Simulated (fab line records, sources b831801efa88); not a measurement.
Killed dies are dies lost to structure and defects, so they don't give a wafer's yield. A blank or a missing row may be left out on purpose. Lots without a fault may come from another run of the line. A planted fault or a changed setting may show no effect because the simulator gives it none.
A struck lot beside a sound one | flow sky130 | 17 steps out of a route of 708
Sound: wafers L541.1, L541.5, L541.6. Struck: wafer L553.5. (L553.6 of the same lot was not struck and is left out.) The cause comes at the end.
At each step with rows: each side's tool, then ch and its chambers, then its first start. Under that, the readings that differ: sound wafers | struck wafers | difference of the means | sigmas: that difference in standard deviations of wafers without a fault.
alike: readings whose means differ by less than 2 such deviations, and words and numbers that are the same on both sides. not compared: withheld readings, readings that some wafer has no value for, bounds like >300 that may hide the same value, and numbers for which the record gives no deviation and whose values overlap.
The two part at a step that has a row with sigmas, a row that says differs or no value, or rows on one side only. Numbers that don't overlap but have no deviation are shown without sigmas and don't part them. A reading that every wafer of one side lacks parts them only if that side has two wafers or more.

first, 5 steps without rows for these wafers: SKY_VIA4_COAT_06 (resist thk 1140 nm); SKY_VIA4_SOFTBAKE_07 (time 60 s); SKY_VIA4_EXPOSE_08 (exposes mask VIM4, target cd 800 nm); SKY_VIA4_PEB_09; SKY_VIA4_DEVELOP_10 (develop time 60 s).
SKY_VIA4_OVL_MEAS_11:
  sound on overlay-01, day 43 08:22; struck on overlay-01, day 46 16:05
  alike: VIA4_OVL
SKY_VIA4_ETCH_12: etches SiO2 in C4F8/O2/Ar, stops on TiN, target depth 580 nm.
  sound on rie_diel-04 ch 0,2,3, day 43 08:24; struck on rie_diel-04 ch 3, day 46 16:08
  alike: oes_product_au
SKY_VIA4_STRIP_13: strips in O2/N2.
  sound on plasma_asher-03 ch 0,1, day 43 08:28; struck on plasma_asher-03 ch 0, day 46 16:14
  alike: drypump_motor_current_A, oes_product_au, strip_time_to_endpoint_s
  not compared: rf_hours_counter_h
then, 3 steps without rows for these wafers: SKY_VIA4_STRIP_14 (strips in post etch residue remover, time 1200 s); SKY_VIA4_CLEAN_15 (cleans in IPA, time 180 s); SKY_VIA4_CLEAN_16 (cleans in O3/DIW).
SKY_VIA4_SPUTTER_17: material TiN, target thk 20 nm, time 80 s.
  sound on pvd_sputter-04, day 43 09:04; struck on pvd_sputter-04, day 46 16:48
  alike: cathode_dc_power_W, throttle_valve_pct
SKY_VIA4_CVD_18: deposits W, target thk 505 nm, time 152.14 s.
  sound on cvd_w-02 ch 0,1, day 43 09:07; struck on cvd_w-02 ch 0, day 46 16:56
  reading                            | sound             | struck | difference | sigmas
  model.W_of_VIA4_CVD_18.thk_nm (nm) | 524.7 506.7 520.5 | 731.1  | +213.8     |
  alike: heater_power_w
SKY_VIA4_RS_MEAS_19: measures by four-point-probe.
  sound on film_metro-02, day 43 09:16; struck on film_metro-02, day 46 17:04
  reading            | sound             | struck | difference | sigmas
  VIA4_W_RS (ohm/sq) | 0.218 0.226 0.220 | 0.156  | -0.065     | -16
SKY_VIA4_THK_MEAS_20: measures by xrf.
  sound on film_metro-02, day 43 09:23; struck on film_metro-02, day 46 17:09
  reading         | sound       | struck | difference | sigmas
  VIA4_W_THK (nm) | 526 511 521 | 742    | +223       | +17
SKY_VIA4_CMP_21: polishes, stops on SiO2, t overpolish 25 s, target thk 0 nm.
  sound on cmp-02 ch 0,2,3, day 43 09:36; struck on cmp-02 ch 0, day 46 18:13
  reading                | sound       | struck | difference | sigmas
  time_to_endpoint_s (s) | 124 125 126 | 179    | +54        | +13
  alike: motor_current_A
SKY_METAL5_SPUTTER_00: material Ti, target thk 15 nm, time 10 s.
  sound on pvd_sputter-02, day 43 09:45; struck on pvd_sputter-02, day 46 18:20
  reading                | sound                | struck | difference | sigmas
  cathode_dc_power_W (W) | 3000.8 3000.0 3000.3 | 2998.7 | -1.7       | -3
  alike: throttle_valve_pct

WHERE THEY PART
First at SKY_VIA4_RS_MEAS_19; last, within this record, at SKY_METAL5_SPUTTER_00.

WHY: what the simulator had put in
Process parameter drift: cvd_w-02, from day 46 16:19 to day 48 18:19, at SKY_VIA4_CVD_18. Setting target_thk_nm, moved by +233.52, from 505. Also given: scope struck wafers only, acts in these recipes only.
